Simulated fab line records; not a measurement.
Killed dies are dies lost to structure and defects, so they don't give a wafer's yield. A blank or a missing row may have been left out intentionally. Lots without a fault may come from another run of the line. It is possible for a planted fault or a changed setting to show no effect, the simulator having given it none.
Problem report in the 8D (eight disciplines) form, filled by code + flow sfq-line + the parts of the form that need people (team, actions taken, sign-off) are left out

## 1. WHAT WENT WRONG
spin-speed-rpm at SFQ_TRILAYER_I3_VIA_LITHO_COAT_085 reads a mean of 2731.8 rpm on 6 wafers of 2 lots; wafers without a fault read 2999.9 rpm with a standard deviation of 1.9. So: -99 or more standard deviations from the usual mean.
The step: resist thk 650 nm.
Earliest sighting: wafer L817.2 on litho-track-04 at day 37 15:21. At this step, 42 wafers from 14 lots have a number in the record. Rule for "out" (also "out of limits"): further than 4 standard deviations from the usual mean. The other wafers with a number count as sound.

## 2. WHAT IT IS; WHAT IT IS NOT
| question                    | is                     | is not                                                                    |
|-----------------------------|------------------------|---------------------------------------------------------------------------|
| which readings at this step | spin-speed-rpm         | -                                                                         |
| which lots                  | L817, L819             | L800, L801, L802, L803, L805, L806, L808, L809, L811, L816, L818, L822    |
| which wafers of those lots  | all that have a number | -                                                                         |
| read on which tools         | litho-track-04         | litho-track-01, litho-track-03                                            |
| when                        | from day 37 15:21      | up to then (30 sound wafers); but 6 sound wafers of L818, L822 came after |

## 3. WHAT RULES OUT EACH SUSPECT
Counting: a tool at a process step up to the reading stays a suspect if it ran every lot that is out and no sound lot after the first of them.
- litho-track-04 at SFQ_TRILAYER_I3_VIA_LITHO_COAT_085 (resist thk 650 nm): kept. It ran every lot that is out, first L817 (day 37 15:21), and no sound lot after that; its last sound lot up to then is L806 (day 31 12:03). Out on those wafers are its own readings of spin-speed-rpm.
Left after counting: litho-track-04 at SFQ_TRILAYER_I3_VIA_LITHO_COAT_085.

## 4. THE CAUSE (what the simulator had put in)
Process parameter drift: litho-track-04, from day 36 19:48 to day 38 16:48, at SFQ_TRILAYER_I3_VIA_LITHO_COAT_085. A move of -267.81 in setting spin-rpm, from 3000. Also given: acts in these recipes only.
Only this tool survived the counting.

## 5. SEQUENCE OF EFFECTS, ordered by route
Rows list readings where the struck wafers' mean (over those with a number) sits beyond 3 standard deviations from the usual. Readings are gone through only where the record gives a usual standard deviation; hours: the median, over the lots, of the time from a lot's start at the first step in this table giving one to that lot's start at this step; sigmas: the change measured in usual standard deviations.
| hours | step                               | reading        | usual      | on struck wafers | change | sigmas      |
|-------|------------------------------------|----------------|------------|------------------|--------|-------------|
| 0     | SFQ_TRILAYER_I3_VIA_LITHO_COAT_085 | spin-speed-rpm | 2999.9 rpm | 2731.8           | -268.1 | -99 or more |
The process steps in it:
- SFQ_TRILAYER_I3_VIA_LITHO_COAT_085: resist thk 650 nm.

## 6. HOW IT WOULD HAVE BEEN CAUGHT EARLIER
First out-of-limits reading in this record: day 37 15:21, which is 20 hours after fault onset at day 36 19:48.
